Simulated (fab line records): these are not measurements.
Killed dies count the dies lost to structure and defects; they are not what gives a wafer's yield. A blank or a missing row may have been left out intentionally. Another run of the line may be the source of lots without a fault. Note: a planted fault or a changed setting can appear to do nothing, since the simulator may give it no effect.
fab line records ; flow sky130
[record] lots = 7; wafers = 21; lastDay = 50
route steps=708 shown VIA2@525 METAL3@532 CAPM@537 PAD_OPEN@708
lots that met no fault: taken from a fault-free run of the same line
startH: hours from the record's opening day to when the first of the lot's shown wafers began ; waitH: hours from the lot's prior step to this one ; " same as the row above ; L1.1+2: a single row standing in for several wafers ; - either no value or no given start ; * or withheld: withheld ; < > ~ a bound
route shown NAME@n: NAME is a module with steps in the file, n the number in the route of the first one ; usual: mean and standard deviation over wafers with no fault ; same: alike in all rows ; chamber/n: place in a boat ; sites: per-site readings ; _std_site: standard deviation of those values ; _edge_site: mean of outer sites minus mean of inner sites ; radiusMm: for every site, how far away it sits from the centre of the wafer ; mask NAME#n: copy n ; behind: tool/chamber where the wafer was last shaped ; hold: reason for holding the lot/hours on hold/outcome of the hold ; device: the transistor (n, p or np) that didn't switch ; end of line: the same wafers' tests at the end of the route ; a step with no rows: only its recipe ; killed: dies that structure and defects cost at the first sort, which is not the same as the wafer's yield ; map: the dies of a wafer, with x for killed, . for not killed, _ for no die there
set.NAME: the setting that was run; set.NAME@STEP: the one run at that earlier step ; model.NAME: the simulator's own value behind a step, which no gauge read
lots at some steps of the route; a table a step, a row a wafer
services: a tool's chamber out of use, with start hour (startH, from the record's first day; less than 0 if before it), hours out, and reason
[[steps]]
[step SKY_VIA2_CLEAN_18]
[recipe] chemistry = IPA; timeS = 180; tempC = 25
[step SKY_VIA2_CLEAN_19]
[recipe] chemistry = O3/DIW; dry = n2Spin
[step SKY_VIA2_SPUTTER_20]
[recipe] material = TiN; targetThkNm = 20; chamberPressurePa = 5; powerW = 4000; timeS = 80
[step SKY_VIA2_CVD_21]
[recipe] material = W; targetThkNm = 420; timeS = 126.4; tempC = 400; pressureTorr = 40
[usual] chamberPressureTorr = 40.00/0.084; heaterPowerOuterW = 544/31; heaterPowerW = 852/46
lot.wafer;tool;chamber;startH;waitH;chamberPressureTorr;heaterPowerOuterW;heaterPowerW;sinceWetCleanH
L967.1;cvdW-01;1;856.33;0.0;40.02;550;843;952
L967.4;cvdW-01;1;856.33;0.0;40.11;550;831;-
L967.5;cvdW-01;1;856.33;0.0;39.99;556;842;-
L972.3;cvdW-01;0;892.83;0.1;40.02;611;910;-
L972.4;cvdW-01;1;892.83;0.1;40.06;543;819;-
L972.6;cvdW-01;1;892.83;0.1;39.99;537;828;-
L973.2;cvdW-02;0;897.37;0.0;39.96;574;905;493
L973.5;cvdW-02;0;897.37;0.0;39.98;574;872;-
L973.6;cvdW-02;1;897.37;0.0;39.97;529;865;-
L974.2;cvdW-02;0;911.93;0.0;40.05;552;891;508
L974.3;cvdW-02;0;911.93;0.0;40.12;556;900;-
L974.4;cvdW-02;1;911.93;0.0;39.89;523;863;-
L980.1;cvdW-01;0;971.91;0.0;39.86;527;786;54
L980.2;cvdW-01;1;971.91;0.0;40.02;513;795;54
L980.6;cvdW-01;0;971.91;0.0;39.99;514;785;-
L987.1;cvdW-02;0;997.62;0.0;39.92;551;901;594
L987.4;cvdW-02;1;997.62;0.0;39.96;534;896;-
L987.5;cvdW-02;1;997.62;0.0;39.84;527;850;-
L988.1;cvdW-02;0;1002.11;0.0;39.96;554;890;598
L988.2;cvdW-02;1;1002.11;0.0;39.92;521;889;598
L988.3;cvdW-02;0;1002.11;0.0;39.84;566;886;-
[step SKY_VIA2_RS_MEAS_22]
[recipe] thkMeasGauge = four-point-probe; reads = W_of_VIA2_CVD_21+TiN_of_VIA2_SPUTTER_20
[usual] VIA2_W_RS = 0.2718/0.0023
lot.wafer;tool;chamber;startH;waitH;VIA2_W_RS[ohm/sq]
L967.1;filmMetro-01;-;856.46;0.1;0.2708
L967.4;filmMetro-01;-;856.46;0.1;0.2715
L967.5;filmMetro-01;-;856.46;0.1;0.2702
L972.3;filmMetro-02;-;893.04;0.2;0.2732
L972.4;filmMetro-02;-;893.04;0.2;0.2717
L972.6;filmMetro-02;-;893.04;0.2;0.2703
L973.2;filmMetro-01;-;897.52;0.1;0.2734
L973.5;filmMetro-01;-;897.52;0.1;0.2707
L973.6;filmMetro-01;-;897.52;0.1;0.2681
L974.2;filmMetro-04;-;912.08;0.1;0.2709
L974.3;filmMetro-04;-;912.08;0.1;0.2734
L974.4;filmMetro-04;-;912.08;0.1;0.2699
L980.1;filmMetro-04;-;972.04;0.1;0.2784
L980.2;filmMetro-04;-;972.04;0.1;0.2741
L980.6;filmMetro-04;-;972.04;0.1;0.2767
L987.1;filmMetro-02;-;997.75;0.1;0.2740
L987.4;filmMetro-02;-;997.75;0.1;0.2701
L987.5;filmMetro-02;-;997.75;0.1;0.2703
L988.1;filmMetro-02;-;1002.24;0.1;0.2710
L988.2;filmMetro-02;-;1002.24;0.1;0.2716
L988.3;filmMetro-02;-;1002.24;0.1;0.2702
[step SKY_VIA2_THK_MEAS_23]
[recipe] thkMeasGauge = xrf; reads = W_of_VIA2_CVD_21
[usual] VIA2_W_THK = 432/6
lot.wafer;tool;chamber;startH;waitH;VIA2_W_THK[nm]
L967.1;filmMetro-01;-;856.58;0.1;423
L967.4;filmMetro-01;-;856.58;0.1;425
L967.5;filmMetro-01;-;856.58;0.1;423
L972.3;filmMetro-02;-;893.14;0.1;427
L972.4;filmMetro-02;-;893.14;0.1;430
L972.6;filmMetro-02;-;893.14;0.1;432
L973.2;filmMetro-01;-;897.63;0.1;428
L973.5;filmMetro-01;-;897.63;0.1;428
L973.6;filmMetro-01;-;897.63;0.1;437
L974.2;filmMetro-04;-;912.19;0.1;428
L974.3;filmMetro-04;-;912.19;0.1;427
L974.4;filmMetro-04;-;912.19;0.1;433
L980.1;filmMetro-04;-;972.16;0.1;421
L980.2;filmMetro-04;-;972.16;0.1;425
L980.6;filmMetro-04;-;972.16;0.1;421
L987.1;filmMetro-02;-;997.87;0.1;429
L987.4;filmMetro-02;-;997.87;0.1;439
L987.5;filmMetro-02;-;997.87;0.1;439
L988.1;filmMetro-02;-;1002.36;0.1;436
L988.2;filmMetro-02;-;1002.36;0.1;438
L988.3;filmMetro-02;-;1002.36;0.1;438
[step SKY_VIA2_CMP_24]
[recipe] stopOn = SiO2; tOverpolishS = 20; downForcePsi = 3.5; platenRpm = 60; targetThkNm = 0; padVelocityMS = 0.94248
[usual] headPressurePsi = 3.500/0.0077; motorCurrentA = 11.2/1.3; overpolishRunS = 20.000/0.0095; retainingRingPressureFrac = 1.000/0.0051; timeToEndpointS = 101/3.2
lot.wafer;tool;chamber;startH;waitH;headPressurePsi;motorCurrentA;overpolishRunS;retainingRingPressureFrac;timeToEndpointS
L967.4;cmp-02;2;858.67;2.1;3.497;10.9;19.998;0.992;105
L967.1;cmp-02;1;858.67;2.1;3.514;8.7;19.991;0.999;103
L967.5;cmp-02;2;858.67;2.1;3.495;11.4;19.993;0.997;102
L972.4;cmp-02;0;893.28;0.1;3.496;11.6;19.998;1.009;101
L972.3;cmp-02;1;893.28;0.1;3.507;7.7;20.014;1.004;101
L972.6;cmp-02;3;893.28;0.1;3.505;10.1;20.000;0.998;105
L973.2;cmp-01;0;897.78;0.1;3.499;12.8;20.020;0.996;99
L973.5;cmp-01;2;897.78;0.1;3.494;12.1;20.012;1.005;98
L973.6;cmp-01;3;897.78;0.1;3.494;11.1;20.012;0.998;103
L974.3;cmp-01;2;916.58;4.4;3.508;12.6;19.999;0.998;100
L974.2;cmp-01;3;916.58;4.4;3.500;11.2;20.015;1.002;105
L974.4;cmp-01;0;916.58;4.4;3.503;13.3;20.016;1.000;104
L980.1;cmp-01;3;972.22;0.1;3.510;11.3;19.996;0.994;97
L980.2;cmp-01;1;972.22;0.1;3.494;11.5;19.995;1.008;98
L980.6;cmp-01;3;972.22;0.1;3.506;11.0;20.012;0.995;99
L987.4;cmp-02;0;997.98;0.1;3.496;10.9;20.008;0.997;103
L987.1;cmp-02;2;997.98;0.1;3.525;11.3;19.990;0.997;100
L987.5;cmp-02;3;997.98;0.1;3.512;10.6;20.012;1.003;102
L988.3;cmp-01;1;1002.42;0.0;3.501;11.3;19.999;1.012;100
L988.1;cmp-01;2;1002.42;0.0;3.490;11.8;19.997;1.002;100
L988.2;cmp-01;3;1002.42;0.0;3.499;10.7;20.006;0.998;101
[step SKY_METAL3_SPUTTER_00]
[recipe] material = Ti; targetThkNm = 15; powerW = 3000; timeS = 10; chamberPressurePa = 0.4
[usual] throttleValvePct = 30.4/1
lot.wafer;tool;chamber;startH;waitH;throttleValvePct
L967.1;pvdSputter-03;-;858.97;0.1;30.0
L967.4;pvdSputter-03;-;858.97;0.1;32.1
L967.5;pvdSputter-03;-;858.97;0.1;29.8
L972.3;pvdSputter-01;-;893.48;0.1;28.9
L972.4;pvdSputter-01;-;893.48;0.1;28.8
L972.6;pvdSputter-01;-;893.48;0.1;29.9
L973.2;pvdSputter-03;-;897.98;0.1;30.4
L973.5;pvdSputter-03;-;897.98;0.1;30.3
L973.6;pvdSputter-03;-;897.98;0.1;29.9
L974.2;pvdSputter-03;-;916.88;0.2;29.8
L974.3;pvdSputter-03;-;916.88;0.2;30.2
L974.4;pvdSputter-03;-;916.88;0.2;30.5
L980.1;pvdSputter-03;-;972.52;0.2;30.5
L980.2;pvdSputter-03;-;972.52;0.2;30.1
L980.6;pvdSputter-03;-;972.52;0.2;30.3
L987.1;pvdSputter-03;-;998.23;0.1;30.5
L987.4;pvdSputter-03;-;998.23;0.1;32.0
L987.5;pvdSputter-03;-;998.23;0.1;30.5
L988.1;pvdSputter-03;-;1002.72;0.2;30.4
L988.2;pvdSputter-03;-;1002.72;0.2;30.5
L988.3;pvdSputter-03;-;1002.72;0.2;32.2
[step SKY_METAL3_SPUTTER_01]
[recipe] material = TiN; targetThkNm = 20; powerW = 6500; timeS = 16.7; chamberPressurePa = 0.4
[step SKY_METAL3_SPUTTER_02]
[recipe] material = AlCu; targetThkNm = 735; powerW = 10600; timeS = 39.1; chamberPressurePa = 0.4
[step SKY_METAL3_SPUTTER_03]
[recipe] material = Ti; targetThkNm = 5; powerW = 3000; timeS = 3.3; chamberPressurePa = 0.4
[step SKY_METAL3_SPUTTER_04]
[recipe] material = TiN; targetThkNm = 70; powerW = 6500; timeS = 58.3; chamberPressurePa = 0.4
[usual] throttleValvePct = 30.4/1
lot.wafer;tool;chamber;startH;waitH;throttleValvePct
L967.1;pvdSputter-03;-;859.08;0.0;30.1
L967.4;pvdSputter-03;-;859.08;0.0;32.3
L967.5;pvdSputter-03;-;859.08;0.0;29.8
L972.3;pvdSputter-01;-;893.58;0.0;28.9
L972.4;pvdSputter-01;-;893.58;0.0;28.3
L972.6;pvdSputter-01;-;893.58;0.0;29.7
L973.2;pvdSputter-03;-;898.08;0.0;30.4
L973.5;pvdSputter-03;-;898.08;0.0;30.3
L973.6;pvdSputter-03;-;898.08;0.0;30.0
L974.2;pvdSputter-03;-;916.99;0.0;30.2
L974.3;pvdSputter-03;-;916.99;0.0;30.6
L974.4;pvdSputter-03;-;916.99;0.0;30.5
L980.1;pvdSputter-03;-;972.63;0.0;30.5
L980.2;pvdSputter-03;-;972.63;0.0;29.8
L980.6;pvdSputter-03;-;972.63;0.0;30.4
L987.1;pvdSputter-03;-;998.33;0.0;30.5
L987.4;pvdSputter-03;-;998.33;0.0;32.0
L987.5;pvdSputter-03;-;998.33;0.0;30.2
L988.1;pvdSputter-03;-;1002.82;0.0;30.4
L988.2;pvdSputter-03;-;1002.82;0.0;30.4
L988.3;pvdSputter-03;-;1002.82;0.0;32.3
[step SKY_CAPM_CVD_00]
[recipe] material = SiO2; targetThkNm = 15.5; tempC = 400; timeS = withheld; rfW = 450
[usual] heaterPowerOuterW = 402/72; heaterPowerW = 688/120
lot.wafer;tool;chamber;startH;waitH;heaterPowerOuterW;heaterPowerW
L967.1;pecvd-02;2;859.13;0.0;475;810
L967.4;pecvd-02;0;859.13;0.0;435;721
L967.5;pecvd-02;0;859.13;0.0;421;744
L972.3;pecvd-04;0;893.63;0.0;-;-
L972.4;pecvd-04;0;893.63;0.0;-;-
L972.6;pecvd-04;2;893.63;0.0;-;-
L973.2;pecvd-01;1;898.13;0.0;-;-
L973.5;pecvd-01;1;898.13;0.0;-;-
L973.6;pecvd-01;2;898.13;0.0;-;-
L974.2;pecvd-01;0;917.04;0.0;-;-
L974.3;pecvd-01;1;917.04;0.0;-;-
L974.4;pecvd-01;1;917.04;0.0;-;-
L980.1;pecvd-01;0;972.68;0.0;379;604
L980.2;pecvd-01;2;972.68;0.0;371;616
L980.6;pecvd-01;0;972.68;0.0;389;641
L987.1;pecvd-04;0;998.38;0.0;360;592
L987.4;pecvd-04;1;998.38;0.0;400;694
L987.5;pecvd-04;0;998.38;0.0;351;622
L988.1;pecvd-01;0;1002.87;0.0;400;659
L988.2;pecvd-01;2;1002.87;0.0;299;512
L988.3;pecvd-01;2;1002.87;0.0;302;503
[step SKY_CAPM_SPUTTER_02]
[recipe] material = TiN; targetThkNm = 200; tempC = 300; powerW = 6500; timeS = 166.7; chamberPressurePa = 0.4
[usual] throttleValvePct = 29.8/0.71
lot.wafer;tool;chamber;startH;waitH;throttleValvePct
L967.1;pvdSputter-04;-;859.22;0.1;29.4
L967.4;pvdSputter-04;-;859.22;0.1;29.1
L967.5;pvdSputter-04;-;859.22;0.1;29.1
L972.3;pvdSputter-04;-;893.71;0.0;29.1
L972.4;pvdSputter-04;-;893.71;0.0;29.9
L972.6;pvdSputter-04;-;893.71;0.0;29.1
L973.2;pvdSputter-04;-;898.21;0.0;30.0
L973.5;pvdSputter-04;-;898.21;0.0;29.8
L973.6;pvdSputter-04;-;898.21;0.0;30.0
L974.2;pvdSputter-04;-;917.12;0.0;29.7
L974.3;pvdSputter-04;-;917.12;0.0;29.4
L974.4;pvdSputter-04;-;917.12;0.0;29.0
L980.1;pvdSputter-01;-;972.76;0.1;28.7
L980.2;pvdSputter-01;-;972.76;0.1;31.1
L980.6;pvdSputter-01;-;972.76;0.1;30.0
L987.1;pvdSputter-01;-;998.46;0.1;28.7
L987.4;pvdSputter-01;-;998.46;0.1;31.3
L987.5;pvdSputter-01;-;998.46;0.1;29.7
L988.1;pvdSputter-01;-;1002.96;0.1;29.2
L988.2;pvdSputter-01;-;1002.96;0.1;28.7
L988.3;pvdSputter-01;-;1002.96;0.1;31.3
[step SKY_PAD_OPEN_PROBE_99]
[usual] defectLimitedYield = 82.7/1.9; killed_at_M0_to_M3 = 43/7.7; killed_at_M4_up = 3.0/1.7; killedAtContacts = 24/5.2; killedAtFrontEnd = 15/4.5; killedAtOther = 0.3/0.5; killedDies = 85/9.5; killedOnRim = 17/4; killedOpen = 47/6.6; killedShort = 38/6.6; sort_bin_3_pad_short = 0.8/0.39; sort_bin_5_function = 10.2/1.4; sort_bin_6_memory = 6.3/1.1; sortNPass = 407/9.5; sortYieldPct = 82.7/1.9
[same] grossDies = 492; killedAtBackSide = 0; sort_bin_4_leakage[%] = 0; sort_bin_8_speed[%] = 0
lot.wafer;tool;chamber;startH;waitH;defectLimitedYield[%];killed_at_M0_to_M3;killed_at_M4_up;killedAtContacts;killedAtFrontEnd;killedAtOther;killedDies;killedOnRim;killedOpen;killedShort;sort_bin_3_pad_short[%];sort_bin_5_function[%];sort_bin_6_memory[%];sortNPass;sortYieldPct[%]
L967.1;prober-02;-;1080.76;0.1;82.7;39;0;27;19;0;85;13;53;32;0.6;10.8;5.9;407;82.7
L967.4;prober-02;-;1080.91;0.2;84.3;26;5;29;17;0;77;9;38;39;0.8;8.7;6.1;415;84.3
L967.5;prober-02;-;1080.96;0.2;84.3;38;4;21;14;0;77;11;41;36;1.0;9.6;5.1;415;84.3
L972.3;prober-01;-;1111.49;0.2;0;34;5;24;20;409;492;96;48;35;0.8;93.3;5.9;0;0
L972.4;prober-01;-;1111.54;0.2;0;39;1;27;19;406;492;96;49;37;1.2;91.7;7.1;0;0
L972.6;prober-01;-;1111.64;0.2;0;40;4;27;22;399;492;96;57;36;1.0;92.7;6.3;0;0
L973.2;prober-02;-;1112.62;0.1;0;44;7;29;18;394;492;96;55;44;0.6;91.7;7.7;0;0
L973.5;prober-02;-;1112.77;0.2;0;36;3;20;12;421;492;96;40;31;0.4;94.5;5.1;0;0
L973.6;prober-02;-;1112.82;0.2;0;46;6;24;27;389;492;96;49;54;1.2;88.8;10.0;0;0
L974.2;prober-01;-;1122.58;0.1;0;52;1;25;10;404;492;96;46;42;1.6;92.9;5.5;0;0
L974.3;prober-01;-;1122.63;0.2;0;54;0;30;8;400;492;96;46;47;1.2;92.3;6.5;0;0
L974.4;prober-01;-;1122.68;0.2;0;44;1;26;8;413;492;96;48;32;1.0;91.7;7.3;0;0
L980.1;prober-01;-;1172.05;0.1;81.3;47;4;24;16;1;92;21;51;41;1.0;10.8;6.9;400;81.3
L980.2;prober-01;-;1172.10;0.1;84.8;44;0;17;14;0;75;10;44;31;0.6;9.6;5.1;417;84.8
L980.6;prober-01;-;1172.30;0.2;78.5;58;4;24;20;0;106;26;63;43;1.2;12.4;7.9;386;78.5
L988.1;prober-01;-;1193.04;0.1;82.7;38;6;26;15;0;85;20;42;43;0.8;11.8;4.7;407;82.7
L988.2;prober-01;-;1193.09;0.1;87.8;27;1;26;6;0;60;15;44;16;0.4;7.3;4.5;432;87.8
L988.3;prober-01;-;1193.14;0.2;84.8;38;4;23;10;0;75;15;42;33;0.8;7.7;6.7;417;84.8
// killed by level:class
L967.1 VIA1:geometricParticle:open=8 CONTACT:geometricParticle:open=8 VIA3:geometricParticle:open=8 FIELD_ISO:geometricParticle:open=7 VIA2:geometricParticle:open=7 METAL2:geometricParticle:short=7 LI_CONTACT:geometricParticle:open=6 LOCAL_INTERCONNECT:geometricParticle:short=4
L967.4 LI_CONTACT:geometricParticle:open=9 POLY_GATE:geometricParticle:short=8 CONTACT:geometricParticle:open=8 METAL1:geometricParticle:short=6 VIA3:geometricParticle:open=5 LI_CONTACT:geometricParticle:short=5 POLY_GATE:geometricParticle:open=4 CONTACT:geometricParticle:short=4
L967.5 CONTACT:geometricParticle:open=9 VIA2:geometricParticle:open=9 VIA3:geometricParticle:open=6 METAL1:geometricParticle:short=5 LI_CONTACT:geometricParticle:open=4 CONTACT:geometricParticle:short=4 VIA1:geometricParticle:open=4 METAL2:geometricParticle:short=4
L972.3 CAPM:areaCvd=409 VIA1:geometricParticle:open=12 CONTACT:geometricParticle:open=9 LI_CONTACT:geometricParticle:open=7 VIA2:geometricParticle:open=6 POLY_GATE:geometricParticle:open=5 FIELD_ISO:geometricParticle:short=4 POLY_GATE:geometricParticle:short=4
L972.4 CAPM:areaCvd=406 LI_CONTACT:geometricParticle:open=13 VIA2:geometricParticle:open=11 FIELD_ISO:geometricParticle:short=7 CONTACT:geometricParticle:open=6 METAL1:geometricParticle:short=5 LOCAL_INTERCONNECT:geometricParticle:short=5 VIA1:geometricParticle:open=4
L972.6 CAPM:areaCvd=399 LI_CONTACT:geometricParticle:open=10 VIA3:geometricParticle:open=10 VIA2:geometricParticle:open=9 FIELD_ISO:geometricParticle:open=7 VIA1:geometricParticle:open=7 CONTACT:geometricParticle:open=6 LI_CONTACT:geometricParticle:short=4
L973.2 CAPM:areaCvd=393 CONTACT:geometricParticle:open=15 VIA3:geometricParticle:open=8 VIA1:geometricParticle:open=8 VIA2:geometricParticle:open=6 POLY_GATE:geometricParticle:short=5 METAL4:geometricParticle:short=5 LOCAL_INTERCONNECT:geometricParticle:short=4
L973.5 CAPM:areaCvd=421 CONTACT:geometricParticle:open=11 VIA3:geometricParticle:open=8 VIA1:geometricParticle:open=7 VIA1:geometricParticle:short=5 FIELD_ISO:geometricParticle:open=4 LI_CONTACT:geometricParticle:short=3 CONTACT:geometricParticle:short=3
L973.6 CAPM:areaCvd=389 VIA1:geometricParticle:open=11 FIELD_ISO:geometricParticle:short=10 LI_CONTACT:geometricParticle:open=9 POLY_GATE:geometricParticle:short=7 CONTACT:geometricParticle:open=7 METAL1:geometricParticle:short=6 VIA2:geometricParticle:open=6
L974.2 CAPM:areaCvd=404 VIA1:geometricParticle:open=13 VIA1:geometricParticle:short=11 METAL2:geometricParticle:short=9 LI_CONTACT:geometricParticle:open=8 CONTACT:geometricParticle:open=5 CONTACT:geometricParticle:short=5 METAL1:geometricParticle:short=5
L974.3 CAPM:areaCvd=399 VIA1:geometricParticle:open=13 CONTACT:geometricParticle:open=10 METAL2:geometricParticle:short=8 LI_CONTACT:geometricParticle:open=6 CONTACT:geometricParticle:short=6 METAL1:geometricParticle:short=6 VIA2:geometricParticle:open=6
L974.4 CAPM:areaCvd=412 VIA1:geometricParticle:open=12 LI_CONTACT:geometricParticle:open=9 METAL2:geometricParticle:short=8 CONTACT:geometricParticle:open=7 METAL1:geometricParticle:short=5 LI_CONTACT:geometricParticle:short=4 METAL1:geometricParticle:open=4
L980.1 VIA1:geometricParticle:open=15 CONTACT:geometricParticle:open=12 VIA1:geometricParticle:short=8 VIA2:geometricParticle:open=7 LOCAL_INTERCONNECT:geometricParticle:short=5 FIELD_ISO:geometricParticle:short=4 METAL1:geometricParticle:short=4 METAL2:geometricParticle:short=4
L980.2 VIA1:geometricParticle:open=8 POLY_GATE:geometricParticle:open=7 CONTACT:geometricParticle:open=7 METAL1:geometricParticle:short=7 VIA3:geometricParticle:open=7 VIA2:geometricParticle:open=6 VIA1:geometricParticle:short=5 METAL3:geometricParticle:short=5
L980.6 VIA1:geometricParticle:open=20 CONTACT:geometricParticle:open=9 POLY_GATE:geometricParticle:open=7 LI_CONTACT:geometricParticle:open=7 METAL3:geometricParticle:short=7 VIA1:geometricParticle:short=6 VIA3:geometricParticle:open=6 LOCAL_INTERCONNECT:geometricParticle:short=5
L988.1 CONTACT:geometricParticle:open=11 VIA1:geometricParticle:open=9 METAL2:geometricParticle:short=7 LI_CONTACT:geometricParticle:open=6 FIELD_ISO:geometricParticle:open=5 VIA3:geometricParticle:open=5 METAL4:geometricParticle:short=5 METAL1:geometricParticle:short=4
L988.2 CONTACT:geometricParticle:open=11 LI_CONTACT:geometricParticle:open=9 VIA3:geometricParticle:open=8 VIA1:geometricParticle:open=6 LI_CONTACT:geometricParticle:short=4 VIA2:geometricParticle:short=4 POLY_GATE:geometricParticle:open=3 METAL3:geometricParticle:short=3
L988.3 VIA3:geometricParticle:open=10 VIA1:geometricParticle:open=7 LOCAL_INTERCONNECT:geometricParticle:short=6 METAL2:geometricParticle:short=6 LI_CONTACT:geometricParticle:open=5 CONTACT:geometricParticle:open=5 VIA1:geometricParticle:short=4 VIA2:geometricParticle:open=4
// map L972.3 (x killed, . not)
__________xxxxxxxxxx_________
________xxxxxxxxxxxxxx_______
______xxxxxxxxxxxxxxxxxx_____
_____xxxxxxxxxxxxxxxxxxxx____
____xxxxxxxxxxxxxxxxxxxxxx___
___xxxxxxxxxxxxxxxxxxxxxxxx__
__xxxxxxxxxxxxxxxxxxxxxxxxxx_
_xxxxxxxxxxxxxxxxxxxxxxxxxxxx
_xxxxxxxxxxxxxxxxxxxxxxxxxxxx
_xxxxxxxxxxxxxxxxxxxxxxxxxxxx
_xxxxxxxxxxxxxxxxxxxxxxxxxxxx
_xxxxxxxxxxxxxxxxxxxxxxxxxxxx
_xxxxxxxxxxxxxxxxxxxxxxxxxxxx
_xxxxxxxxxxxxxxxxxxxxxxxxxxxx
_xxxxxxxxxxxxxxxxxxxxxxxxxxxx
__xxxxxxxxxxxxxxxxxxxxxxxxxx_
___xxxxxxxxxxxxxxxxxxxxxxxx__
____xxxxxxxxxxxxxxxxxxxxxx___
_____xxxxxxxxxxxxxxxxxxxx____
______xxxxxxxxxxxxxxxxxx_____
________xxxxxxxxxxxxxx_______
__________xxxxxxxxxx_________
// map L973.2 (x killed, . not)
__________xxxxxxxxxx_________
________xxxxxxxxxxxxxx_______
______xxxxxxxxxxxxxxxxxx_____
_____xxxxxxxxxxxxxxxxxxxx____
____xxxxxxxxxxxxxxxxxxxxxx___
___xxxxxxxxxxxxxxxxxxxxxxxx__
__xxxxxxxxxxxxxxxxxxxxxxxxxx_
_xxxxxxxxxxxxxxxxxxxxxxxxxxxx
_xxxxxxxxxxxxxxxxxxxxxxxxxxxx
_xxxxxxxxxxxxxxxxxxxxxxxxxxxx
_xxxxxxxxxxxxxxxxxxxxxxxxxxxx
_xxxxxxxxxxxxxxxxxxxxxxxxxxxx
_xxxxxxxxxxxxxxxxxxxxxxxxxxxx
_xxxxxxxxxxxxxxxxxxxxxxxxxxxx
_xxxxxxxxxxxxxxxxxxxxxxxxxxxx
__xxxxxxxxxxxxxxxxxxxxxxxxxx_
___xxxxxxxxxxxxxxxxxxxxxxxx__
____xxxxxxxxxxxxxxxxxxxxxx___
_____xxxxxxxxxxxxxxxxxxxx____
______xxxxxxxxxxxxxxxxxx_____
________xxxxxxxxxxxxxx_______
__________xxxxxxxxxx_________
[[services]]
tool;chamber;startH;hours;kind
cmp-02;-;841.62;5.5;pm
cmp-02;-;852.76;5.0;pm
cmp-01;-;853.94;19.0;repair
cmp-01;-;874.53;2.1;repair
cmp-01;-;883.12;1.7;repair
cvdW-01;-;904.00;14.0;pm
pvdSputter-04;-;905.74;6.3;repair
cmp-02;-;908.84;17.1;pm
pvdSputter-03;0;911.01;-;consumableReplace:kit
pvdSputter-03;0;911.01;18.0;scheduledDown
pvdSputter-03;0;911.01;18.0;ventCycle
cmp-01;-;912.28;4.0;pm
pvdSputter-01;0;929.62;-;consumableReplace:kit
pvdSputter-01;0;929.62;18.0;scheduledDown
pvdSputter-01;0;929.62;18.0;ventCycle
pvdSputter-01;-;946.54;2.2;repair
cvdW-02;-;951.08;2.8;pm
cvdW-01;-;973.44;0.3;repair
pecvd-01;-;975.37;2.8;pm
pecvd-01;-;978.12;0.8;pm
cmp-01;-;979.45;5.1;pm
pecvd-01;-;983.68;0.6;repair
pecvd-02;-;987.37;28.1;pm
cmp-02;-;989.30;4.6;repair
[[key]]
[firstSign] step = SKY_CAPM_CVD_00; reading = toolRecord; direction = missing
[effect] step = SKY_PAD_OPEN_PROBE_99; reading = killedAtOther; direction = up; sigmas = 99+; usual = 0.3; struck = 403.9
[moreKillsBornAt] SKY_CAPM_CVD_00@pecvd-01 = 2417; SKY_CAPM_CVD_00@pecvd-04 = 1213
metAt SKY_CAPM_CVD_00
struckWafers L972.3,L972.4,L972.6,L973.2,L973.5,L973.6,L974.2,L974.3,L974.4
laterRowsLeftOut L972.3,L972.4,L972.6,L973.2,L973.5,L973.6,L974.2,L974.3,L974.4
[fault] kind = skippedStepWhole; tool = pecvd-01,pecvd-04; chamber = -; onsetH = 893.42; steps = SKY_CAPM_CVD_00; scope = struckLotsOnly
// laterRowsLeftOut: the simulator's readings of these wafers behind a module that went badly wrong aren't trusted and aren't shown, but for the sort
